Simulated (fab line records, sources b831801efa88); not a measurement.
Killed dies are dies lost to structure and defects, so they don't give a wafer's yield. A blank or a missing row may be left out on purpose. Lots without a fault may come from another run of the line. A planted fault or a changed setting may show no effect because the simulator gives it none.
Which tool did it? | flow sky130 | 12 lots, 36 wafers sampled, at 3 steps of a route of 708

WHAT THE GAUGES READ, wafer by wafer
SKY_METAL2_THK_MEAS_06: measures by xrf. Usual: METAL2_ALCU_THK 252 nm, standard deviation 4.2.
lot  | measured     | on            | METAL2_ALCU_THK (nm) | flag
L313 | day 35 04:24 | film_metro-04 | 255 250 251          |
L314 | day 35 07:29 | film_metro-02 | 251 255 255          |
L315 | day 35 10:57 | film_metro-04 | 256 251 251          |
L317 | day 35 20:55 | film_metro-02 | 254 254 254          |
L319 | day 36 19:58 | film_metro-01 | 250 253 252          |
L322 | day 37 11:20 | film_metro-01 | 254 247 244          |
L323 | day 37 19:35 | film_metro-04 | 256 249 256          |
L329 | day 40 10:19 | film_metro-01 | 242 247 246          |
L331 | day 41 05:34 | film_metro-01 | 250 250 250          |
L334 | day 41 08:43 | film_metro-01 | 249 244 247          |
L333 | day 41 09:56 | film_metro-04 | 262 258 259          |
L335 | day 41 15:49 | film_metro-01 | 255 258 253          |

SKY_VIA2_CD_MEAS_12: target cd 200 nm. Usual: cd_nm 200.1 nm, standard deviation 1.2.
lot  | measured     | on        | cd_nm (nm)        | flag
L313 | day 37 11:04 | cd_sem-01 | 201.4 200.0 201.3 |
L314 | day 37 13:13 | cd_sem-01 | 201.1 201.1 201.1 |
L315 | day 37 16:18 | cd_sem-02 | 198.5 198.7 198.9 |
L317 | day 38 02:22 | cd_sem-02 | 200.3 200.8 200.5 |
L319 | day 38 23:55 | cd_sem-01 | 200.6 199.5 200.6 |
L322 | day 39 16:31 | cd_sem-01 | 200.8 201.6 201.7 |
L323 | day 39 23:53 | cd_sem-01 | 197.8 198.4 198.9 |
L329 | day 42 12:30 | cd_sem-01 | 199.4 199.4 200.7 |
L331 | day 43 06:01 | cd_sem-01 | 199.9 201.3 199.8 |
L334 | day 43 10:27 | cd_sem-01 | 200.3 199.8 199.3 |
L333 | day 43 11:20 | cd_sem-01 | 199.7 198.9 198.4 |
L335 | day 43 17:07 | cd_sem-02 | 199.1 198.6 199.1 |

SKY_VIA2_OVL_MEAS_13. Usual: VIA2_OVL -4 nm, standard deviation 5.
lot  | measured     | on         | VIA2_OVL (nm) | flag
L313 | day 37 11:11 | overlay-01 | -9 -2 -9      |
L314 | day 37 13:20 | overlay-01 | 6 2 -1        |
L315 | day 37 16:25 | overlay-01 | -1 -3 -3      |
L317 | day 38 02:29 | overlay-02 | -8 -6 -6      |
L319 | day 39 00:01 | overlay-02 | -3 -9 1       |
L322 | day 39 16:37 | overlay-01 | -3 -8 0       |
L323 | day 40 00:00 | overlay-02 | -8 -1 5       |
L329 | day 42 12:36 | overlay-02 | -5 -13 -2     |
L331 | day 43 06:08 | overlay-01 | -7 -11 -5     |
L334 | day 43 10:34 | overlay-02 | 0 -3 2        |
L333 | day 43 11:26 | overlay-02 | -7 -2 -4      |
L335 | day 43 17:11 | overlay-02 | -4 -4 -2      |

WHICH TOOL RAN EACH LOT (tool, then ch and the chambers of the sampled wafers, then the start)
The record holds no process step before these readings.

WHAT THE TOOLS THEMSELVES READ (means of the sampled wafers that have a number; where no wafer has one, the mark that the record gives instead)
The record holds no such reading with a usual standard deviation.

THE ANSWER, worked out from the rows above alone
Rule: a lot is off if the mean of its wafers that have a number lies more than 3 standard deviations from the usual mean. A lot without any number at a reading at which 4 lots or more have one is off too. The other lots that the step has rows for count as sound. The gauges are gone through in route order, then the tools' own readings, and for those a lot's mean is taken as printed above. The first step at which some lot is off is used, and at that step the reading that is off furthest; a lot without a number counts as furthest.
No lot is off at any reading shown: from this, nothing can be told.

WHAT THE SIMULATOR HAD PUT IN
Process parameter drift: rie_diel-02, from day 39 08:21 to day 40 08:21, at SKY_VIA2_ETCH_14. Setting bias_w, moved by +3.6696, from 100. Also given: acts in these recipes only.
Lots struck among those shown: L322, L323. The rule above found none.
